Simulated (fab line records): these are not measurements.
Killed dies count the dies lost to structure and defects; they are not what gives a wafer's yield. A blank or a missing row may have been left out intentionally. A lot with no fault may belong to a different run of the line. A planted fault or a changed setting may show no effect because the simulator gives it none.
fab line records | flow sky130
[record] lots = 13 | wafers = 39 | last_day = 50
route steps=708 shown VT_ADJUST_HVTP@93 LDD_N@254 LDD_LDN@297 PAD_OPEN@708
lots with no fault: from the same line, run without faults
start_h: hours from the record's opening day to when the first of the lot's shown wafers began | wait_h: hours elapsed since this lot's preceding step | " unchanged from the row above | L1.1+2: a row that stands for several wafers | - value missing, or start not given | * or withheld: withheld | < > ~ a bound
route shown NAME@n: a module of which the file shows steps, and the number in the route of the first | usual: mean and standard deviation over wafers with no fault | same: alike in all rows | chamber/n: place in a boat | sites: per-site readings | _std_site: how widely they spread, as a standard deviation | _edge_site: inner sites' mean taken away from outer sites' mean | radius_mm: for every site, how far away it sits from the centre of the wafer | mask NAME#n: copy n | behind: tool/chamber where the wafer was last shaped | hold: cause of the lot's hold/its duration in hours/its outcome | device: names the non-switching transistor (n, p or np) | end of line: the same wafers' tests at the end of the route | for a step that has no rows: nothing shown but its recipe | killed: dies that structure and defects cost at the first sort, which is not the same as the wafer's yield | map: per-die view of a wafer (x killed, . not killed, _ where there is no die)
set.NAME: the setting that was run; set.NAME@STEP: the one run at that earlier step | model.NAME: the simulator's own value behind a step, which no gauge read
steps of the route over a sample of lots; a table a step, a row a wafer
services: a tool's chamber out of use, with start hour (start_h, from the record's first day; less than 0 if before it), hours out, and reason
[[steps]]
[step SKY_VT_ADJUST_HVTP_OVL_MEAS_08]
[usual] VT_ADJUST_HVTP_OVL = 0.8/1.4
lot.wafer | tool       | chamber | start_h | wait_h | VT_ADJUST_HVTP_OVL[nm]
L122.1    | overlay-01 | -       | 123.77  | 0.1    | 1.2
L122.2    | "          | -       | "       | "      | -1.1
L122.4    | "          | -       | "       | "      | -0.1
L123.2    | overlay-02 | -       | 125.67  | 0.1    | 1.2
L123.3    | "          | -       | "       | "      | 2.4
L123.4    | "          | -       | "       | "      | 3.1
L126.1    | overlay-01 | -       | 161.40  | 0.1    | 0.1
L126.5    | "          | -       | "       | "      | 0.7
L126.6    | "          | -       | "       | "      | 1.1
L130.4    | overlay-02 | -       | 188.18  | 0.1    | 1.0
L130.5    | "          | -       | "       | "      | 1.3
L130.6    | "          | -       | "       | "      | -0.1
L132.1    | overlay-01 | -       | 193.45  | 0.1    | -0.6
L132.4    | "          | -       | "       | "      | 0.0
L132.6    | "          | -       | "       | "      | 1.0
L133.3    | overlay-02 | -       | 193.76  | 0.1    | 2.6
L133.4    | "          | -       | "       | "      | 1.2
L133.6    | "          | -       | "       | "      | 2.6
L135.2    | overlay-01 | -       | 218.01  | 0.1    | 1.6
L135.3    | "          | -       | "       | "      | 1.3
L135.6    | "          | -       | "       | "      | 1.8
L136.1    | overlay-02 | -       | 218.45  | 0.1    | 2.7
L136.2    | "          | -       | "       | "      | 3.8
L136.4    | "          | -       | "       | "      | 1.0
L138.2    | overlay-01 | -       | 231.37  | 0.1    | -0.3
L138.4    | "          | -       | "       | "      | 0.2
L138.5    | "          | -       | "       | "      | 0.4
L140.1    | overlay-02 | -       | 236.20  | 0.1    | 2.9
L140.3    | "          | -       | "       | "      | 2.6
L140.4    | "          | -       | "       | "      | 3.9
L143.1    | overlay-02 | -       | 258.27  | 0.1    | 1.1
L143.3    | "          | -       | "       | "      | 2.4
L143.6    | "          | -       | "       | "      | 0.2
L144.1    | overlay-01 | -       | 262.61  | 0.1    | 1.9
L144.5    | "          | -       | "       | "      | 1.4
L144.6    | "          | -       | "       | "      | 2.5
L145.2    | overlay-01 | -       | 269.27  | 0.1    | 0.7
L145.5    | "          | -       | "       | "      | -0.5
L145.6    | "          | -       | "       | "      | 0.1
[step SKY_VT_ADJUST_HVTP_STRIP_10]
[recipe] chemistry = O2/N2 | power_w = 1400 | pressure_mtorr = 1500 | platen_temp_c = withheld | o2_flow_sccm = 3000 | n2_flow_sccm = 300 | overash_fraction = 0.5
[usual] drypump_motor_current_A = 5.78/0.16 | oes_product_au = 0.716/0.0046 | strip_time_to_endpoint_s = 14.04/0.041
lot.wafer | tool            | chamber | start_h | wait_h | drypump_motor_current_A | oes_product_au | rf_hours_counter_h | strip_time_to_endpoint_s
L122.1    | plasma_asher-01 | 0       | 123.95  | 0.1    | 5.84                    | 0.714          | 43                 | 13.99
L122.2    | "               | 1       | "       | "      | 5.77                    | 0.714          | 43                 | 14.06
L122.4    | "               | 0       | "       | "      | 5.82                    | 0.720          | -                  | 14.00
L123.2    | plasma_asher-03 | 1       | 125.85  | 0.1    | 5.59                    | 0.719          | 0                  | 14.07
L123.3    | "               | 1       | "       | "      | 5.56                    | 0.713          | -                  | 14.07
L123.4    | "               | 0       | "       | "      | 6.04                    | 0.722          | -                  | 14.04
L126.1    | plasma_asher-03 | 1       | 161.59  | 0.1    | 5.57                    | 0.719          | 4                  | 14.10
L126.5    | "               | 1       | "       | "      | 5.56                    | 0.713          | -                  | 14.04
L126.6    | "               | 0       | "       | "      | 6.05                    | 0.720          | -                  | 14.07
L130.4    | plasma_asher-01 | 1       | 188.39  | 0.1    | 5.78                    | 0.721          | -                  | 14.10
L130.5    | "               | 1       | "       | "      | 5.77                    | 0.717          | -                  | 14.07
L130.6    | "               | 0       | "       | "      | 5.84                    | 0.717          | -                  | 14.05
L132.1    | plasma_asher-01 | 1       | 193.64  | 0.1    | 5.77                    | 0.715          | 49                 | 13.98
L132.4    | "               | 1       | "       | "      | 5.79                    | 0.721          | -                  | 13.99
L132.6    | "               | 0       | "       | "      | 5.84                    | 0.719          | -                  | 13.97
L133.3    | plasma_asher-03 | 1       | 193.97  | 0.1    | 5.53                    | 0.723          | -                  | 14.09
L133.4    | "               | 0       | "       | "      | 6.04                    | 0.719          | -                  | 14.11
L133.6    | "               | 1       | "       | "      | 5.57                    | 0.720          | -                  | 14.08
L135.2    | plasma_asher-02 | 0       | 218.19  | 0.1    | 5.55                    | 0.715          | 42                 | 14.03
L135.3    | "               | 0       | "       | "      | 5.54                    | 0.718          | -                  | 14.04
L135.6    | "               | 0       | "       | "      | 5.51                    | 0.726          | -                  | 14.03
L136.1    | plasma_asher-03 | 0       | 218.64  | 0.1    | 6.06                    | 0.711          | 9                  | 14.04
L136.2    | "               | 1       | "       | "      | 5.53                    | 0.715          | 9                  | 14.01
L136.4    | "               | 1       | "       | "      | 5.55                    | 0.717          | -                  | 14.01
L138.2    | plasma_asher-01 | 0       | 231.55  | 0.1    | 5.83                    | 0.717          | 53                 | 14.05
L138.4    | "               | 1       | "       | "      | 5.79                    | 0.713          | -                  | 14.08
L138.5    | "               | 1       | "       | "      | 5.77                    | 0.719          | -                  | 14.05
L140.1    | plasma_asher-01 | 1       | 236.39  | 0.1    | 5.76                    | 0.726          | 54                 | 14.13
L140.3    | "               | 0       | "       | "      | 5.81                    | 0.718          | -                  | 14.13
L140.4    | "               | 1       | "       | "      | 5.78                    | 0.717          | -                  | 14.11
L143.1    | plasma_asher-02 | 0       | 258.45  | 0.1    | 5.54                    | 0.712          | 46                 | 14.05
L143.3    | "               | 1       | "       | "      | 5.91                    | 0.722          | -                  | 14.05
L143.6    | "               | 1       | "       | "      | 5.90                    | 0.721          | -                  | 14.02
L144.1    | plasma_asher-01 | 0       | 262.79  | 0.1    | 5.82                    | 0.710          | 56                 | 13.97
L144.5    | "               | 1       | "       | "      | 5.82                    | 0.719          | -                  | 13.98
L144.6    | "               | 0       | "       | "      | 5.81                    | 0.715          | -                  | 14.03
L145.2    | plasma_asher-01 | 1       | 269.45  | 0.1    | 5.78                    | 0.720          | 57                 | 14.06
L145.5    | "               | 1       | "       | "      | 5.77                    | 0.717          | -                  | 14.04
L145.6    | "               | 0       | "       | "      | 5.84                    | 0.717          | -                  | 14.02
[step SKY_LDD_N_TW_MEAS_17]
[usual] LDD_N_TW = 2568/13
lot.wafer | tool          | chamber | start_h | wait_h | LDD_N_TW
L122.1    | film_metro-03 | -       | 399.33  | 0.1    | 2577
L122.2    | "             | -       | "       | "      | 2567
L122.4    | "             | -       | "       | "      | 2564
L123.2    | film_metro-02 | -       | 404.30  | 0.1    | 2551
L123.3    | "             | -       | "       | "      | 2563
L123.4    | "             | -       | "       | "      | 2566
L126.1    | film_metro-03 | -       | 459.63  | 0.1    | 2570
L126.5    | "             | -       | "       | "      | 2563
L126.6    | "             | -       | "       | "      | 2570
L130.4    | film_metro-03 | -       | 500.15  | 0.1    | 2577
L130.5    | "             | -       | "       | "      | 2574
L130.6    | "             | -       | "       | "      | 2582
L132.1    | film_metro-02 | -       | 505.44  | 0.1    | 2569
L132.4    | "             | -       | "       | "      | 2574
L132.6    | "             | -       | "       | "      | 2560
L133.3    | film_metro-02 | -       | 507.45  | 0.1    | 2583
L133.4    | "             | -       | "       | "      | 2576
L133.6    | "             | -       | "       | "      | 2581
L135.2    | film_metro-03 | -       | 536.93  | 0.1    | 2561
L135.3    | "             | -       | "       | "      | 2567
L135.6    | "             | -       | "       | "      | 2565
L136.1    | film_metro-02 | -       | 543.78  | 0.1    | 2576
L136.2    | "             | -       | "       | "      | 2575
L136.4    | "             | -       | "       | "      | 2569
L138.2    | film_metro-03 | -       | 557.54  | 0.1    | 2538
L138.4    | "             | -       | "       | "      | 2550
L138.5    | "             | -       | "       | "      | 2541
L140.1    | film_metro-02 | -       | 561.84  | 0.1    | 2559
L140.3    | "             | -       | "       | "      | 2549
L140.4    | "             | -       | "       | "      | 2570
L144.1    | film_metro-03 | -       | 594.89  | 0.1    | 2593
L144.5    | "             | -       | "       | "      | 2595
L144.6    | "             | -       | "       | "      | 2593
L143.1    | film_metro-01 | -       | 594.92  | 0.1    | 2563
L143.3    | "             | -       | "       | "      | 2565
L143.6    | "             | -       | "       | "      | 2558
L145.2    | film_metro-01 | -       | 601.13  | 0.1    | 2570
L145.5    | "             | -       | "       | "      | 2572
L145.6    | "             | -       | "       | "      | 2566
[step SKY_LDD_LDN_IMPLANT_08]
[recipe] species = As | energy_kev = 15 | dose_cm2 = 1.25e+13 | tilt_deg = withheld | rotation_deg = 23
[usual] beam_energy_keV = 14.999/0.0045 | dose_ions_cm2 = 1.25e+13/1.5e+10
lot.wafer | tool         | chamber | start_h | wait_h | beam_energy_keV | dose_ions_cm2
L122.1    | implanter-03 | 0       | 522.47  | 0.0    | 14.998          | 1.2498e+13
L122.2    | "            | 0       | "       | "      | 14.999          | 1.252e+13
L122.4    | "            | 0       | "       | "      | 14.995          | 1.2508e+13
L123.2    | implanter-04 | 0       | 527.32  | 0.0    | 15.000          | 1.2516e+13
L123.3    | "            | 0       | "       | "      | 14.995          | 1.2533e+13
L123.4    | "            | 0       | "       | "      | 14.995          | 1.2496e+13
L126.1    | implanter-04 | 0       | 582.62  | 0.0    | 14.995          | 1.2485e+13
L126.5    | "            | 0       | "       | "      | 14.998          | 1.2492e+13
L126.6    | "            | 0       | "       | "      | 14.999          | 1.249e+13
L130.4    | implanter-04 | 0       | 619.52  | 0.1    | 15.337          | 1.2505e+13
L130.5    | "            | 0       | "       | "      | 15.345          | 1.2502e+13
L130.6    | "            | 0       | "       | "      | 15.334          | 1.2497e+13
L132.1    | implanter-04 | 0       | 624.14  | 0.0    | 15.338          | 1.2499e+13
L132.4    | "            | 0       | "       | "      | 15.342          | 1.2493e+13
L132.6    | "            | 0       | "       | "      | 15.338          | 1.2514e+13
L133.3    | implanter-04 | 0       | 629.64  | 0.1    | 15.335          | 1.2524e+13
L133.4    | "            | 0       | "       | "      | 15.335          | 1.2524e+13
L133.6    | "            | 0       | "       | "      | 15.334          | 1.2497e+13
L135.2    | implanter-02 | 0       | 661.61  | 0.0    | 14.998          | 1.2492e+13
L135.3    | "            | 0       | "       | "      | 14.996          | 1.2472e+13
L135.6    | "            | 0       | "       | "      | 15.001          | 1.2482e+13
L136.1    | implanter-03 | 0       | 661.79  | 0.0    | 15.002          | 1.2502e+13
L136.2    | "            | 0       | "       | "      | 15.003          | 1.2495e+13
L136.4    | "            | 0       | "       | "      | 15.000          | 1.2483e+13
L138.2    | implanter-03 | 0       | 673.16  | 0.0    | 14.994          | 1.2475e+13
L138.4    | "            | 0       | "       | "      | 14.996          | 1.2499e+13
L138.5    | "            | 0       | "       | "      | 15.006          | 1.2497e+13
L140.1    | implanter-03 | 0       | 676.42  | 0.0    | 14.999          | 1.2507e+13
L140.3    | "            | 0       | "       | "      | 14.996          | 1.2513e+13
L140.4    | "            | 0       | "       | "      | 14.992          | 1.2493e+13
L144.1    | implanter-03 | 0       | 709.34  | 0.0    | 14.996          | 1.2498e+13
L144.5    | "            | 0       | "       | "      | 15.001          | 1.2507e+13
L144.6    | "            | 0       | "       | "      | 14.993          | 1.2499e+13
L143.1    | implanter-02 | 0       | 710.29  | 0.0    | 15.002          | 1.25e+13
L143.3    | "            | 0       | "       | "      | 15.004          | 1.2479e+13
L143.6    | "            | 0       | "       | "      | 15.006          | 1.2502e+13
L145.2    | implanter-02 | 0       | 714.76  | 0.0    | 15.002          | 1.2519e+13
L145.5    | "            | 0       | "       | "      | 14.998          | 1.2483e+13
L145.6    | "            | 0       | "       | "      | 15.000          | 1.2499e+13
[step SKY_PAD_OPEN_PROBE_99]
[usual] killed_at_M0_to_M3 = 43/6.9 | killed_at_M4_up = 3.0/1.8 | killed_at_contacts = 24/4.8 | killed_at_front_end = 15/4.5 | killed_at_other = 0.4/0.67 | killed_dies = 86/9.2 | killed_open = 46/6.9 | killed_short = 39/6
[same] gross_dies = 492 | killed_at_back_side = 0
lot.wafer | tool      | chamber | start_h | wait_h | killed_at_M0_to_M3 | killed_at_M4_up | killed_at_contacts | killed_at_front_end | killed_at_other | killed_dies | killed_open | killed_short
L123.2    | prober-01 | -       | 1079.73 | 0.1    | 40                 | 4               | 26                 | 13                  | 0               | 83          | 49          | 34
L123.3    | prober-01 | -       | 1079.78 | 0.2    | 57                 | 6               | 20                 | 15                  | 0               | 98          | 49          | 49
L123.4    | prober-01 | -       | 1079.83 | 0.2    | 39                 | 3               | 22                 | 18                  | 0               | 82          | 33          | 49
L133.3    | prober-01 | -       | 1147.57 | 0.2    | 31                 | 3               | 23                 | 16                  | 0               | 73          | 44          | 28
L133.4    | prober-01 | -       | 1147.62 | 0.2    | 45                 | 2               | 22                 | 8                   | 0               | 77          | 50          | 27
L133.6    | prober-01 | -       | 1147.72 | 0.2    | 32                 | 2               | 19                 | 19                  | 0               | 72          | 44          | 27
L136.1    | prober-01 | -       | 1167.52 | 0.1    | 35                 | 2               | 25                 | 15                  | 1               | 78          | 49          | 29
L136.2    | prober-01 | -       | 1167.57 | 0.1    | 43                 | 4               | 32                 | 7                   | 1               | 87          | 37          | 50
L136.4    | prober-01 | -       | 1167.67 | 0.2    | 50                 | 3               | 21                 | 13                  | 1               | 88          | 54          | 34
L138.2    | prober-01 | -       | 1174.52 | 0.1    | 36                 | 1               | 28                 | 12                  | 1               | 78          | 43          | 34
L138.4    | prober-01 | -       | 1174.62 | 0.2    | 44                 | 2               | 22                 | 19                  | 0               | 87          | 45          | 42
L138.5    | prober-01 | -       | 1174.67 | 0.2    | 46                 | 1               | 26                 | 13                  | 2               | 88          | 52          | 36
L140.1    | prober-01 | -       | 1178.70 | 0.1    | 45                 | 5               | 27                 | 13                  | 0               | 90          | 50          | 37
L140.3    | prober-01 | -       | 1178.80 | 0.2    | 43                 | 3               | 24                 | 9                   | 0               | 79          | 40          | 39
L140.4    | prober-01 | -       | 1178.85 | 0.2    | 43                 | 1               | 28                 | 17                  | 0               | 89          | 55          | 33
// killed by level:class
L123.2 VIA1:geometric_particle:open=9 CONTACT:geometric_particle:open=8 LI_CONTACT:geometric_particle:open=7 VIA2:geometric_particle:open=7 LOCAL_INTERCONNECT:geometric_particle:short=6 VIA3:geometric_particle:open=5 VIA1:geometric_particle:short=4 METAL2:geometric_particle:short=4
L123.3 VIA1:geometric_particle:open=14 VIA3:geometric_particle:open=9 VIA1:geometric_particle:short=8 LI_CONTACT:geometric_particle:open=7 METAL2:geometric_particle:short=7 METAL4:geometric_particle:short=6 POLY_GATE:geometric_particle:open=5 METAL1:geometric_particle:short=5
L123.4 VIA1:geometric_particle:open=10 LOCAL_INTERCONNECT:geometric_particle:short=7 METAL2:geometric_particle:short=6 VIA2:geometric_particle:open=5 CONTACT:geometric_particle:short=5 FIELD_ISO:geometric_particle:short=4 FIELD_ISO:geometric_particle:open=4 SPACER:geometric_particle:short=4
L133.3 CONTACT:geometric_particle:open=12 VIA3:geometric_particle:open=8 FIELD_ISO:geometric_particle:short=6 VIA1:geometric_particle:open=6 LI_CONTACT:geometric_particle:open=5 VIA3:geometric_particle:short=4 METAL1:geometric_particle:open=3 VIA1:geometric_particle:short=3
L133.4 LI_CONTACT:geometric_particle:open=13 VIA1:geometric_particle:open=9 CONTACT:geometric_particle:open=7 VIA3:geometric_particle:open=6 VIA2:geometric_particle:open=6 VIA2:geometric_particle:short=5 FIELD_ISO:geometric_particle:open=4 METAL1:geometric_particle:short=4
L133.6 VIA1:geometric_particle:open=8 VIA1:geometric_particle:short=8 VIA3:geometric_particle:open=8 CONTACT:geometric_particle:open=7 FIELD_ISO:geometric_particle:open=6 LI_CONTACT:geometric_particle:open=6 POLY_GATE:geometric_particle:open=4 LOCAL_INTERCONNECT:geometric_particle:short=4
L136.1 CONTACT:geometric_particle:open=10 VIA3:geometric_particle:open=7 VIA1:geometric_particle:open=7 METAL2:geometric_particle:short=5 POLY_GATE:geometric_particle:short=4 FIELD_ISO:geometric_particle:open=4 POLY_GATE:geometric_particle:open=4 LI_CONTACT:geometric_particle:open=4
L136.2 VIA1:geometric_particle:open=12 CONTACT:geometric_particle:open=10 CONTACT:geometric_particle:short=8 VIA1:geometric_particle:short=7 LI_CONTACT:geometric_particle:open=6 METAL1:geometric_particle:short=6 VIA2:geometric_particle:open=4 METAL2:geometric_particle:short=4
L136.4 VIA1:geometric_particle:open=21 CONTACT:geometric_particle:open=7 VIA2:geometric_particle:open=6 VIA2:geometric_particle:short=5 LI_CONTACT:geometric_particle:open=5 CONTACT:geometric_particle:short=4 VIA3:geometric_particle:open=4 FIELD_ISO:geometric_particle:short=3
L138.2 CONTACT:geometric_particle:open=14 VIA2:geometric_particle:open=7 VIA1:geometric_particle:open=7 LOCAL_INTERCONNECT:geometric_particle:short=6 METAL2:geometric_particle:short=6 LI_CONTACT:geometric_particle:open=5 VIA1:geometric_particle:short=5 METAL1:geometric_particle:short=4
L138.4 METAL1:geometric_particle:short=9 VIA1:geometric_particle:open=8 VIA2:geometric_particle:open=7 LI_CONTACT:geometric_particle:open=6 VIA3:geometric_particle:open=6 CONTACT:geometric_particle:short=5 CONTACT:geometric_particle:open=5 POLY_GATE:geometric_particle:open=4
L138.5 VIA1:geometric_particle:open=13 LI_CONTACT:geometric_particle:open=11 METAL2:geometric_particle:short=9 CONTACT:geometric_particle:open=6 VIA2:geometric_particle:open=6 METAL2:geometric_particle:open=5 FIELD_ISO:geometric_particle:short=4 LI_CONTACT:geometric_particle:short=4
L140.1 CONTACT:geometric_particle:open=11 VIA1:geometric_particle:open=9 CONTACT:geometric_particle:short=7 VIA1:geometric_particle:short=7 VIA2:geometric_particle:open=7 LI_CONTACT:geometric_particle:open=6 VIA3:geometric_particle:open=4 VIA3:geometric_particle:short=4
L140.3 VIA1:geometric_particle:open=14 VIA2:geometric_particle:open=8 CONTACT:geometric_particle:short=6 CONTACT:geometric_particle:open=6 LI_CONTACT:geometric_particle:open=5 METAL1:geometric_particle:short=5 METAL2:geometric_particle:short=5 LOCAL_INTERCONNECT:geometric_particle:short=4
L140.4 VIA1:geometric_particle:open=15 CONTACT:geometric_particle:open=13 FIELD_ISO:geometric_particle:open=6 VIA1:geometric_particle:short=6 LI_CONTACT:geometric_particle:open=5 CONTACT:geometric_particle:short=5 FIELD_ISO:geometric_particle:short=4 METAL1:geometric_particle:short=4
[[services]]
tool            | chamber | start_h | hours | kind
plasma_asher-03 | -       | 108.75  | 9.0   | pm
implanter-04    | -       | 160.26  | 0.9   | repair
plasma_asher-03 | -       | 190.92  | 2.8   | repair
plasma_asher-03 | -       | 208.15  | 1.9   | repair
implanter-04    | -       | 261.75  | 4.9   | pm
plasma_asher-03 | -       | 274.20  | 2.4   | repair
implanter-03    | -       | 326.99  | 1.8   | repair
implanter-03    | -       | 335.56  | 3.5   | pm
plasma_asher-01 | -       | 346.18  | 0.4   | repair
implanter-03    | -       | 355.11  | 3.2   | repair
implanter-03    | -       | 381.92  | 3.5   | repair
plasma_asher-01 | -       | 406.69  | 1.5   | repair
implanter-03    | -       | 427.09  | 1.6   | repair
plasma_asher-01 | -       | 467.58  | 2.9   | repair
plasma_asher-01 | -       | 472.70  | 2.8   | repair
plasma_asher-01 | -       | 511.13  | 0.3   | repair
implanter-04    | -       | 518.96  | 4.5   | repair
plasma_asher-01 | -       | 542.79  | 3.3   | repair
implanter-04    | -       | 542.82  | 3.5   | pm
implanter-04    | -       | 588.89  | 4.0   | repair
implanter-04    | -       | 606.89  | 3.8   | pm
plasma_asher-01 | -       | 615.14  | 4.3   | pm
implanter-04    | -       | 656.27  | 1.5   | repair
implanter-04    | -       | 699.48  | 6.9   | repair
[[key]]
[first_sign] step = SKY_LDD_LDN_IMPLANT_08 | reading = beam_energy_keV | direction = up | sigmas = 76 | usual = * | struck = *
effect none on later readings
met_at SKY_LDD_LDN_IMPLANT_08
struck_lots L130,L132,L133
tester_left_out L130,L132,L133
not_acting_at SKY_VT_ADJUST_HVTP_OVL_MEAS_08,SKY_VT_ADJUST_HVTP_STRIP_10,SKY_LDD_N_TW_MEAS_17
onset_between 582.62 619.52
[fault] kind = process_parameter_drift | tool = implanter-04 | chamber = - | onset_h = 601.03 | steps = SKY_LDD_LDN_IMPLANT_08 | channel = energy_kev | offset = * | shape = step | end_h = 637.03 | acts_in = * | stated = *
// tester_left_out: of these lots the tester's yield and bins aren't shown, on N5 and GAA mostly nor the transistor test; their killed dies are dies lost to structure and defects alone, not to doping, threshold or leakage, so they don't give the yield
